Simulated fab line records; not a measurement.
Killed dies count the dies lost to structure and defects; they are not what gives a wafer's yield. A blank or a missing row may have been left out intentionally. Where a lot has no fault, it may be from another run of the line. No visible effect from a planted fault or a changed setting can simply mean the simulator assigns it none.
fab line records || flow sky130 || part 2 of 2: steps 32 to 42 of 42
record {"lots": 5, "wafers": 15, "last_day": 48}
route steps=708 shown LDD_P@259 LDD_HVN@267 LDD_HVP@278 LDD_LDN@289
lots untouched by any fault: they come from a run of this same line in which no faults occurred
start_h: start of the lot's first displayed wafer, in hours after the record's first day || wait_h: hours since the lot's step before || " as in the row above || L1.1+2: several wafers, shown together as one row || - value missing, or start not given || * or withheld: withheld || < > ~ a bound
route shown NAME@n: names a module that has steps shown in the file, with the first one's number in the route || usual: mean/standard deviation taken from wafers without a fault || same: alike in all rows || chamber/n: place in a boat || sites: each site's reading || _std_site: how widely they spread, as a standard deviation || _edge_site: the outer-site mean with the inner-site mean subtracted || radius_mm: how far each site lies from the wafer's centre || mask NAME#n: copy n || behind: tool/chamber where the wafer was last shaped || hold: why the lot was held/for how many hours/how that ended || device: transistor that didn't switch, given as n, p or np || end of line: the route-end tests of the same wafers || where a step has no rows: the recipe by itself || killed: dies lost to structure and defects at the first sort, not the wafer's yield || map: per-die view of a wafer (x killed, . not killed, _ where there is no die)
set.NAME: the run value of the setting; set.NAME@STEP: its run value at that earlier step || model.NAME: the simulator's own value behind a step, which no gauge read
a table for each step, a row for each wafer; lots at some steps of the route
services: the hour from which a tool's chamber was out of use, counted from the record's first day as start_h (under 0 if before that day), plus the number of hours and why
## steps
# step SKY_LDD_LDN_HMDS_01
# recipe {"prime_time_s": 60, "prime_temp_c": 120}
{"lot.wafer": "L081.2+3+6", "tool": "litho_track-01", "chamber": 0, "start_h": 571.02, "wait_h": 0.1}
{"lot.wafer": "L085.4+5+6", "tool": "litho_track-01", "chamber": 0, "start_h": 606.12, "wait_h": 0.1}
{"lot.wafer": "L086.3+4+5", "tool": "litho_track-03", "chamber": 0, "start_h": 617.04, "wait_h": 0.1}
{"lot.wafer": "L087.1+2+5", "tool": "litho_track-03", "chamber": 0, "start_h": 625.44, "wait_h": 0.1}
{"lot.wafer": "L088.1+4+6", "tool": "litho_track-02", "chamber": 0, "start_h": 632.29, "wait_h": 0.1}
# step SKY_LDD_LDN_COAT_02
# recipe {"resist": "NOVOLAK", "spin_rpm": 3000, "resist_thk_nm": 1140}
{"lot.wafer": "L081.2+3+6", "tool": "litho_track-01", "chamber": 0, "start_h": 571.17, "wait_h": 0.1}
{"lot.wafer": "L085.4+5+6", "tool": "litho_track-01", "chamber": 0, "start_h": 606.27, "wait_h": 0.1}
{"lot.wafer": "L086.3+4+5", "tool": "litho_track-03", "chamber": 0, "start_h": 617.19, "wait_h": 0.1}
{"lot.wafer": "L087.1+2+5", "tool": "litho_track-03", "chamber": 0, "start_h": 625.59, "wait_h": 0.1}
{"lot.wafer": "L088.1+4+6", "tool": "litho_track-02", "chamber": 0, "start_h": 632.44, "wait_h": 0.1}
# step SKY_LDD_LDN_SOFTBAKE_03
# recipe {"temp_c": 90, "time_s": 60, "resist": "NOVOLAK"}
{"lot.wafer": "L081.2+3+6", "tool": "litho_track-01", "chamber": 0, "start_h": 571.32, "wait_h": 0.1}
{"lot.wafer": "L085.4+5+6", "tool": "litho_track-01", "chamber": 0, "start_h": 606.42, "wait_h": 0.1}
{"lot.wafer": "L086.3+4+5", "tool": "litho_track-03", "chamber": 0, "start_h": 617.34, "wait_h": 0.1}
{"lot.wafer": "L087.1+2+5", "tool": "litho_track-03", "chamber": 0, "start_h": 625.74, "wait_h": 0.1}
{"lot.wafer": "L088.1+4+6", "tool": "litho_track-02", "chamber": 0, "start_h": 632.59, "wait_h": 0.1}
# step SKY_LDD_LDN_EXPOSE_04
# recipe {"mask_id": "LDNTM", "na": 0.6, "source_shape": "conventional", "sigma_outer": 0.6, "polarization": "unpolarized", "target_cd_nm": 700, "dose_mj": 140}
# usual {"stage_vel_mm_s": "500.06/0.26"}
{"lot.wafer": "L081.2", "tool": "iline_stepper-01", "chamber": 0, "start_h": "-", "wait_h": "-", "mask": "LDNTM#0", "stage_vel_mm_s": 500.05}
{"lot.wafer": "L081.3", "tool": "iline_stepper-01", "chamber": 0, "start_h": "-", "wait_h": "-", "mask": "LDNTM#0", "stage_vel_mm_s": 499.26}
{"lot.wafer": "L081.6", "tool": "iline_stepper-01", "chamber": 0, "start_h": "-", "wait_h": "-", "mask": "LDNTM#0", "stage_vel_mm_s": 499.62}
{"lot.wafer": "L085.4", "tool": "iline_stepper-02", "chamber": 0, "start_h": "-", "wait_h": "-", "mask": "LDNTM#0", "stage_vel_mm_s": 500.08}
{"lot.wafer": "L085.5", "tool": "iline_stepper-02", "chamber": 0, "start_h": "-", "wait_h": "-", "mask": "LDNTM#0", "stage_vel_mm_s": 499.94}
{"lot.wafer": "L085.6", "tool": "iline_stepper-02", "chamber": 0, "start_h": "-", "wait_h": "-", "mask": "LDNTM#0", "stage_vel_mm_s": 499.85}
{"lot.wafer": "L086.3", "tool": "iline_stepper-02", "chamber": 0, "start_h": "-", "wait_h": "-", "mask": "LDNTM#0", "stage_vel_mm_s": 500.02}
{"lot.wafer": "L086.4", "tool": "iline_stepper-02", "chamber": 0, "start_h": "-", "wait_h": "-", "mask": "LDNTM#0", "stage_vel_mm_s": 500.07}
{"lot.wafer": "L086.5", "tool": "iline_stepper-02", "chamber": 0, "start_h": "-", "wait_h": "-", "mask": "LDNTM#0", "stage_vel_mm_s": 499.84}
{"lot.wafer": "L087.1", "tool": "iline_stepper-01", "chamber": 0, "start_h": "-", "wait_h": "-", "mask": "LDNTM#0", "stage_vel_mm_s": 499.89}
{"lot.wafer": "L087.2", "tool": "iline_stepper-01", "chamber": 0, "start_h": "-", "wait_h": "-", "mask": "LDNTM#0", "stage_vel_mm_s": 500.15}
{"lot.wafer": "L087.5", "tool": "iline_stepper-01", "chamber": 0, "start_h": "-", "wait_h": "-", "mask": "LDNTM#0", "stage_vel_mm_s": 500.14}
{"lot.wafer": "L088.1", "tool": "iline_stepper-01", "chamber": 0, "start_h": "-", "wait_h": "-", "mask": "LDNTM#0", "stage_vel_mm_s": 499.87}
{"lot.wafer": "L088.4", "tool": "iline_stepper-01", "chamber": 0, "start_h": "-", "wait_h": "-", "mask": "LDNTM#0", "stage_vel_mm_s": 500.44}
{"lot.wafer": "L088.6", "tool": "iline_stepper-01", "chamber": 0, "start_h": "-", "wait_h": "-", "mask": "LDNTM#0", "stage_vel_mm_s": 500.04}
# step SKY_LDD_LDN_PEB_05
# recipe {"temp_c": "withheld", "time_s": "*", "resist": "NOVOLAK"}
{"lot.wafer": "L081.2+3+6", "tool": "litho_track-02", "chamber": 0, "start_h": "-", "wait_h": "-"}
{"lot.wafer": "L085.4+5+6", "tool": "litho_track-03", "chamber": 0, "start_h": "-", "wait_h": "-"}
{"lot.wafer": "L086.3+4+5", "tool": "litho_track-01", "chamber": 0, "start_h": "-", "wait_h": "-"}
{"lot.wafer": "L087.1+2+5", "tool": "litho_track-03", "chamber": 0, "start_h": "-", "wait_h": "-"}
{"lot.wafer": "L088.1+4+6", "tool": "litho_track-01", "chamber": 0, "start_h": "-", "wait_h": "-"}
# step SKY_LDD_LDN_DEVELOP_06
# recipe {"resist": "NOVOLAK", "developer": "TMAH", "develop_time_s": 60, "dev_temp_c": 23}
{"lot.wafer": "L081.2+3+6", "tool": "litho_track-02", "chamber": 0, "start_h": 585.72, "wait_h": 0.1}
{"lot.wafer": "L085.4+5+6", "tool": "litho_track-03", "chamber": 0, "start_h": 620.76, "wait_h": 0.1}
{"lot.wafer": "L086.3+4+5", "tool": "litho_track-01", "chamber": 0, "start_h": 632.04, "wait_h": 0.1}
{"lot.wafer": "L087.1+2+5", "tool": "litho_track-03", "chamber": 0, "start_h": 639.64, "wait_h": 0.1}
{"lot.wafer": "L088.1+4+6", "tool": "litho_track-01", "chamber": 0, "start_h": 646.79, "wait_h": 0.1}
# step SKY_LDD_LDN_OVL_MEAS_07
# usual {"LDD_LDN_OVL": "-0.5/1.2"}
{"lot.wafer": "L081.2", "tool": "overlay-02", "chamber": "-", "start_h": 585.85, "wait_h": 0.1, "LDD_LDN_OVL[nm]": 2.2}
{"lot.wafer": "L081.3", "tool": "overlay-02", "chamber": "-", "start_h": 585.85, "wait_h": 0.1, "LDD_LDN_OVL[nm]": 0.7}
{"lot.wafer": "L081.6", "tool": "overlay-02", "chamber": "-", "start_h": 585.85, "wait_h": 0.1, "LDD_LDN_OVL[nm]": -0.5}
{"lot.wafer": "L085.4", "tool": "overlay-02", "chamber": "-", "start_h": 620.85, "wait_h": 0.1, "LDD_LDN_OVL[nm]": -2.7}
{"lot.wafer": "L085.5", "tool": "overlay-02", "chamber": "-", "start_h": 620.85, "wait_h": 0.1, "LDD_LDN_OVL[nm]": -2.8}
{"lot.wafer": "L085.6", "tool": "overlay-02", "chamber": "-", "start_h": 620.85, "wait_h": 0.1, "LDD_LDN_OVL[nm]": -1.6}
{"lot.wafer": "L086.3", "tool": "overlay-01", "chamber": "-", "start_h": 632.16, "wait_h": 0.1, "LDD_LDN_OVL[nm]": -1.6}
{"lot.wafer": "L086.4", "tool": "overlay-01", "chamber": "-", "start_h": 632.16, "wait_h": 0.1, "LDD_LDN_OVL[nm]": 0.1}
{"lot.wafer": "L086.5", "tool": "overlay-01", "chamber": "-", "start_h": 632.16, "wait_h": 0.1, "LDD_LDN_OVL[nm]": 0.2}
{"lot.wafer": "L087.1", "tool": "overlay-02", "chamber": "-", "start_h": 639.79, "wait_h": 0.1, "LDD_LDN_OVL[nm]": -2.0}
{"lot.wafer": "L087.2", "tool": "overlay-02", "chamber": "-", "start_h": 639.79, "wait_h": 0.1, "LDD_LDN_OVL[nm]": -1.0}
{"lot.wafer": "L087.5", "tool": "overlay-02", "chamber": "-", "start_h": 639.79, "wait_h": 0.1, "LDD_LDN_OVL[nm]": 0.6}
{"lot.wafer": "L088.1", "tool": "overlay-02", "chamber": "-", "start_h": 646.94, "wait_h": 0.1, "LDD_LDN_OVL[nm]": 1.1}
{"lot.wafer": "L088.4", "tool": "overlay-02", "chamber": "-", "start_h": 646.94, "wait_h": 0.1, "LDD_LDN_OVL[nm]": -0.4}
{"lot.wafer": "L088.6", "tool": "overlay-02", "chamber": "-", "start_h": 646.94, "wait_h": 0.1, "LDD_LDN_OVL[nm]": 0.6}
# step SKY_LDD_LDN_IMPLANT_08
# recipe {"species": "As", "energy_kev": 15, "dose_cm2": 1.25e+13, "tilt_deg": "withheld", "rotation_deg": 23}
# usual {"beam_energy_keV": "15.000/0.0055", "faraday_current_uA": "70.5/1.5"}
{"lot.wafer": "L081.2", "tool": "implanter-03", "chamber": 0, "start_h": 585.90, "wait_h": 0.0, "beam_energy_keV": 15.000, "faraday_current_uA": 70.6}
{"lot.wafer": "L081.3", "tool": "implanter-03", "chamber": 0, "start_h": 585.90, "wait_h": 0.0, "beam_energy_keV": 14.999, "faraday_current_uA": 69.5}
{"lot.wafer": "L081.6", "tool": "implanter-03", "chamber": 0, "start_h": 585.90, "wait_h": 0.0, "beam_energy_keV": 15.007, "faraday_current_uA": 69.5}
{"lot.wafer": "L085.4", "tool": "implanter-03", "chamber": 0, "start_h": 620.95, "wait_h": 0.1, "beam_energy_keV": 14.995, "faraday_current_uA": 69.0}
{"lot.wafer": "L085.5", "tool": "implanter-03", "chamber": 0, "start_h": 620.95, "wait_h": 0.1, "beam_energy_keV": 15.005, "faraday_current_uA": 71.0}
{"lot.wafer": "L085.6", "tool": "implanter-03", "chamber": 0, "start_h": 620.95, "wait_h": 0.1, "beam_energy_keV": 14.997, "faraday_current_uA": 71.1}
{"lot.wafer": "L086.3", "tool": "implanter-03", "chamber": 0, "start_h": 632.23, "wait_h": 0.1, "beam_energy_keV": 15.002, "faraday_current_uA": 70.0}
{"lot.wafer": "L086.4", "tool": "implanter-03", "chamber": 0, "start_h": 632.23, "wait_h": 0.1, "beam_energy_keV": 15.010, "faraday_current_uA": 70.1}
{"lot.wafer": "L086.5", "tool": "implanter-03", "chamber": 0, "start_h": 632.23, "wait_h": 0.1, "beam_energy_keV": 15.003, "faraday_current_uA": 70.2}
{"lot.wafer": "L087.1", "tool": "implanter-03", "chamber": 0, "start_h": 639.82, "wait_h": 0.0, "beam_energy_keV": 15.005, "faraday_current_uA": 70.3}
{"lot.wafer": "L087.2", "tool": "implanter-03", "chamber": 0, "start_h": 639.82, "wait_h": 0.0, "beam_energy_keV": 15.012, "faraday_current_uA": 69.5}
{"lot.wafer": "L087.5", "tool": "implanter-03", "chamber": 0, "start_h": 639.82, "wait_h": 0.0, "beam_energy_keV": 15.000, "faraday_current_uA": 73.9}
{"lot.wafer": "L088.1", "tool": "implanter-02", "chamber": 0, "start_h": 646.98, "wait_h": 0.0, "beam_energy_keV": 14.994, "faraday_current_uA": 67.7}
{"lot.wafer": "L088.4", "tool": "implanter-02", "chamber": 0, "start_h": 646.98, "wait_h": 0.0, "beam_energy_keV": 15.000, "faraday_current_uA": 69.1}
{"lot.wafer": "L088.6", "tool": "implanter-02", "chamber": 0, "start_h": 646.98, "wait_h": 0.0, "beam_energy_keV": 15.006, "faraday_current_uA": 68.8}
# step SKY_LDD_LDN_IMPLANT_09
# recipe {"species": "As", "energy_kev": 15, "dose_cm2": 1.25e+13, "tilt_deg": "withheld", "rotation_deg": 113}
# usual {"beam_energy_keV": "15.001/0.0042", "faraday_current_uA": "70.5/1.4"}
{"lot.wafer": "L081.2", "tool": "implanter-03", "chamber": 0, "start_h": 586.05, "wait_h": 0.1, "beam_energy_keV": 14.998, "faraday_current_uA": 68.7}
{"lot.wafer": "L081.3", "tool": "implanter-03", "chamber": 0, "start_h": 586.05, "wait_h": 0.1, "beam_energy_keV": 14.992, "faraday_current_uA": 69.7}
{"lot.wafer": "L081.6", "tool": "implanter-03", "chamber": 0, "start_h": 586.05, "wait_h": 0.1, "beam_energy_keV": 14.996, "faraday_current_uA": 69.2}
{"lot.wafer": "L085.4", "tool": "implanter-03", "chamber": 0, "start_h": 621.10, "wait_h": 0.1, "beam_energy_keV": 14.997, "faraday_current_uA": 71.0}
{"lot.wafer": "L085.5", "tool": "implanter-03", "chamber": 0, "start_h": 621.10, "wait_h": 0.1, "beam_energy_keV": 14.994, "faraday_current_uA": 70.0}
{"lot.wafer": "L085.6", "tool": "implanter-03", "chamber": 0, "start_h": 621.10, "wait_h": 0.1, "beam_energy_keV": 15.006, "faraday_current_uA": 69.7}
{"lot.wafer": "L086.3", "tool": "implanter-03", "chamber": 0, "start_h": 632.38, "wait_h": 0.1, "beam_energy_keV": 15.001, "faraday_current_uA": 71.2}
{"lot.wafer": "L086.4", "tool": "implanter-03", "chamber": 0, "start_h": 632.38, "wait_h": 0.1, "beam_energy_keV": 14.999, "faraday_current_uA": 69.9}
{"lot.wafer": "L086.5", "tool": "implanter-03", "chamber": 0, "start_h": 632.38, "wait_h": 0.1, "beam_energy_keV": 14.999, "faraday_current_uA": 70.4}
{"lot.wafer": "L087.1", "tool": "implanter-03", "chamber": 0, "start_h": 639.97, "wait_h": 0.1, "beam_energy_keV": 15.007, "faraday_current_uA": 70.1}
{"lot.wafer": "L087.2", "tool": "implanter-03", "chamber": 0, "start_h": 639.97, "wait_h": 0.1, "beam_energy_keV": 14.999, "faraday_current_uA": 70.9}
{"lot.wafer": "L087.5", "tool": "implanter-03", "chamber": 0, "start_h": 639.97, "wait_h": 0.1, "beam_energy_keV": 15.003, "faraday_current_uA": 70.0}
{"lot.wafer": "L088.1", "tool": "implanter-02", "chamber": 0, "start_h": 647.13, "wait_h": 0.1, "beam_energy_keV": 15.002, "faraday_current_uA": 70.9}
{"lot.wafer": "L088.4", "tool": "implanter-02", "chamber": 0, "start_h": 647.13, "wait_h": 0.1, "beam_energy_keV": 15.001, "faraday_current_uA": 71.5}
{"lot.wafer": "L088.6", "tool": "implanter-02", "chamber": 0, "start_h": 647.13, "wait_h": 0.1, "beam_energy_keV": 15.003, "faraday_current_uA": 70.0}
# step SKY_LDD_LDN_IMPLANT_10
# recipe {"species": "As", "energy_kev": 15, "dose_cm2": 1.25e+13, "tilt_deg": "withheld", "rotation_deg": 203}
# usual {"beam_energy_keV": "14.999/0.0045", "faraday_current_uA": "70.7/1.3"}
{"lot.wafer": "L081.2", "tool": "implanter-03", "chamber": 0, "start_h": 586.20, "wait_h": 0.1, "beam_energy_keV": 14.992, "faraday_current_uA": 70.0}
{"lot.wafer": "L081.3", "tool": "implanter-03", "chamber": 0, "start_h": 586.20, "wait_h": 0.1, "beam_energy_keV": 14.995, "faraday_current_uA": 70.7}
{"lot.wafer": "L081.6", "tool": "implanter-03", "chamber": 0, "start_h": 586.20, "wait_h": 0.1, "beam_energy_keV": 14.990, "faraday_current_uA": 71.5}
{"lot.wafer": "L085.4", "tool": "implanter-03", "chamber": 0, "start_h": 621.25, "wait_h": 0.1, "beam_energy_keV": 14.995, "faraday_current_uA": 70.8}
{"lot.wafer": "L085.5", "tool": "implanter-03", "chamber": 0, "start_h": 621.25, "wait_h": 0.1, "beam_energy_keV": 15.001, "faraday_current_uA": 69.8}
{"lot.wafer": "L085.6", "tool": "implanter-03", "chamber": 0, "start_h": 621.25, "wait_h": 0.1, "beam_energy_keV": 15.007, "faraday_current_uA": 71.0}
{"lot.wafer": "L086.3", "tool": "implanter-03", "chamber": 0, "start_h": 632.53, "wait_h": 0.1, "beam_energy_keV": 14.998, "faraday_current_uA": 71.7}
{"lot.wafer": "L086.4", "tool": "implanter-03", "chamber": 0, "start_h": 632.53, "wait_h": 0.1, "beam_energy_keV": 14.999, "faraday_current_uA": 70.1}
{"lot.wafer": "L086.5", "tool": "implanter-03", "chamber": 0, "start_h": 632.53, "wait_h": 0.1, "beam_energy_keV": 15.004, "faraday_current_uA": 69.5}
{"lot.wafer": "L087.1", "tool": "implanter-03", "chamber": 0, "start_h": 640.12, "wait_h": 0.1, "beam_energy_keV": 15.001, "faraday_current_uA": 69.8}
{"lot.wafer": "L087.2", "tool": "implanter-03", "chamber": 0, "start_h": 640.12, "wait_h": 0.1, "beam_energy_keV": 15.002, "faraday_current_uA": 72.3}
{"lot.wafer": "L087.5", "tool": "implanter-03", "chamber": 0, "start_h": 640.12, "wait_h": 0.1, "beam_energy_keV": 14.999, "faraday_current_uA": 69.2}
{"lot.wafer": "L088.1", "tool": "implanter-02", "chamber": 0, "start_h": 647.28, "wait_h": 0.1, "beam_energy_keV": 15.010, "faraday_current_uA": 72.6}
{"lot.wafer": "L088.4", "tool": "implanter-02", "chamber": 0, "start_h": 647.28, "wait_h": 0.1, "beam_energy_keV": 14.998, "faraday_current_uA": 69.6}
{"lot.wafer": "L088.6", "tool": "implanter-02", "chamber": 0, "start_h": 647.28, "wait_h": 0.1, "beam_energy_keV": 14.999, "faraday_current_uA": 70.4}
# step SKY_LDD_LDN_IMPLANT_11
# recipe {"species": "As", "energy_kev": 15, "dose_cm2": 1.231e+13, "tilt_deg": "withheld", "rotation_deg": 293}
# usual {"beam_energy_keV": "14.999/0.0047", "faraday_current_uA": "69.3/1.2"}
{"lot.wafer": "L081.2", "tool": "implanter-03", "chamber": 0, "start_h": 586.35, "wait_h": 0.1, "beam_energy_keV": 14.995, "faraday_current_uA": 70.9}
{"lot.wafer": "L081.3", "tool": "implanter-03", "chamber": 0, "start_h": 586.35, "wait_h": 0.1, "beam_energy_keV": 14.998, "faraday_current_uA": 69.0}
{"lot.wafer": "L081.6", "tool": "implanter-03", "chamber": 0, "start_h": 586.35, "wait_h": 0.1, "beam_energy_keV": 15.001, "faraday_current_uA": 71.0}
{"lot.wafer": "L085.4", "tool": "implanter-03", "chamber": 0, "start_h": 621.40, "wait_h": 0.1, "beam_energy_keV": 14.999, "faraday_current_uA": 69.8}
{"lot.wafer": "L085.5", "tool": "implanter-03", "chamber": 0, "start_h": 621.40, "wait_h": 0.1, "beam_energy_keV": 14.991, "faraday_current_uA": 71.2}
{"lot.wafer": "L085.6", "tool": "implanter-03", "chamber": 0, "start_h": 621.40, "wait_h": 0.1, "beam_energy_keV": 14.997, "faraday_current_uA": 70.6}
{"lot.wafer": "L086.3", "tool": "implanter-03", "chamber": 0, "start_h": 632.68, "wait_h": 0.1, "beam_energy_keV": 14.997, "faraday_current_uA": 71.8}
{"lot.wafer": "L086.4", "tool": "implanter-03", "chamber": 0, "start_h": 632.68, "wait_h": 0.1, "beam_energy_keV": 14.999, "faraday_current_uA": 68.7}
{"lot.wafer": "L086.5", "tool": "implanter-03", "chamber": 0, "start_h": 632.68, "wait_h": 0.1, "beam_energy_keV": 15.004, "faraday_current_uA": 68.2}
{"lot.wafer": "L087.1", "tool": "implanter-03", "chamber": 0, "start_h": 640.27, "wait_h": 0.1, "beam_energy_keV": 15.002, "faraday_current_uA": 69.4}
{"lot.wafer": "L087.2", "tool": "implanter-03", "chamber": 0, "start_h": 640.27, "wait_h": 0.1, "beam_energy_keV": 14.999, "faraday_current_uA": 68.9}
{"lot.wafer": "L087.5", "tool": "implanter-03", "chamber": 0, "start_h": 640.27, "wait_h": 0.1, "beam_energy_keV": 14.990, "faraday_current_uA": 68.6}
{"lot.wafer": "L088.1", "tool": "implanter-02", "chamber": 0, "start_h": 647.43, "wait_h": 0.1, "beam_energy_keV": 14.988, "faraday_current_uA": 70.1}
{"lot.wafer": "L088.4", "tool": "implanter-02", "chamber": 0, "start_h": 647.43, "wait_h": 0.1, "beam_energy_keV": 14.991, "faraday_current_uA": 66.7}
{"lot.wafer": "L088.6", "tool": "implanter-02", "chamber": 0, "start_h": 647.43, "wait_h": 0.1, "beam_energy_keV": 14.991, "faraday_current_uA": 69.4}
## services
{"tool": "plasma_asher-03", "chamber": "-", "start_h": 460.92, "hours": 0.6, "kind": "repair"}
{"tool": "implanter-03", "chamber": "-", "start_h": 461.44, "hours": 5.3, "kind": "pm"}
{"tool": "iline_stepper-01", "chamber": "-", "start_h": 481.68, "hours": 4.1, "kind": "repair"}
{"tool": "plasma_asher-02", "chamber": "-", "start_h": 487.05, "hours": 55.4, "kind": "repair"}
{"tool": "iline_stepper-01", "chamber": 0, "start_h": 498.24, "hours": "-", "kind": "calibration"}
{"tool": "iline_stepper-02", "chamber": 0, "start_h": 498.37, "hours": "-", "kind": "calibration"}
{"tool": "plasma_asher-03", "chamber": "-", "start_h": 503.55, "hours": 15.6, "kind": "pm"}
{"tool": "iline_stepper-01", "chamber": "-", "start_h": 505.98, "hours": 1.7, "kind": "pm"}
{"tool": "plasma_asher-01", "chamber": "-", "start_h": 506.51, "hours": 0.8, "kind": "repair"}
{"tool": "implanter-02", "chamber": "-", "start_h": 510.49, "hours": 1.0, "kind": "repair"}
{"tool": "implanter-01", "chamber": "-", "start_h": 522.30, "hours": 2.5, "kind": "repair"}
{"tool": "implanter-02", "chamber": "-", "start_h": 539.66, "hours": 1.3, "kind": "repair"}
{"tool": "implanter-03", "chamber": "-", "start_h": 543.57, "hours": 42.0, "kind": "pm"}
{"tool": "iline_stepper-01", "chamber": "-", "start_h": 549.18, "hours": 4.4, "kind": "pm"}
{"tool": "iline_stepper-02", "chamber": "-", "start_h": 555.15, "hours": "-", "kind": "calibration"}
{"tool": "implanter-04", "chamber": "-", "start_h": 565.50, "hours": 1.6, "kind": "repair"}
{"tool": "iline_stepper-02", "chamber": "-", "start_h": 567.73, "hours": 16.0, "kind": "repair"}
{"tool": "implanter-04", "chamber": "-", "start_h": 598.16, "hours": 3.1, "kind": "pm"}
{"tool": "implanter-01", "chamber": "-", "start_h": 608.40, "hours": 0.9, "kind": "repair"}
{"tool": "plasma_asher-03", "chamber": "-", "start_h": 621.64, "hours": 1.5, "kind": "repair"}
{"tool": "iline_stepper-02", "chamber": "-", "start_h": 629.51, "hours": 1.7, "kind": "pm"}
{"tool": "implanter-04", "chamber": "-", "start_h": 633.60, "hours": 0.5, "kind": "repair"}
{"tool": "implanter-02", "chamber": "-", "start_h": 635.71, "hours": 6.2, "kind": "repair"}
{"tool": "plasma_asher-02", "chamber": "-", "start_h": 644.63, "hours": 14.6, "kind": "pm"}
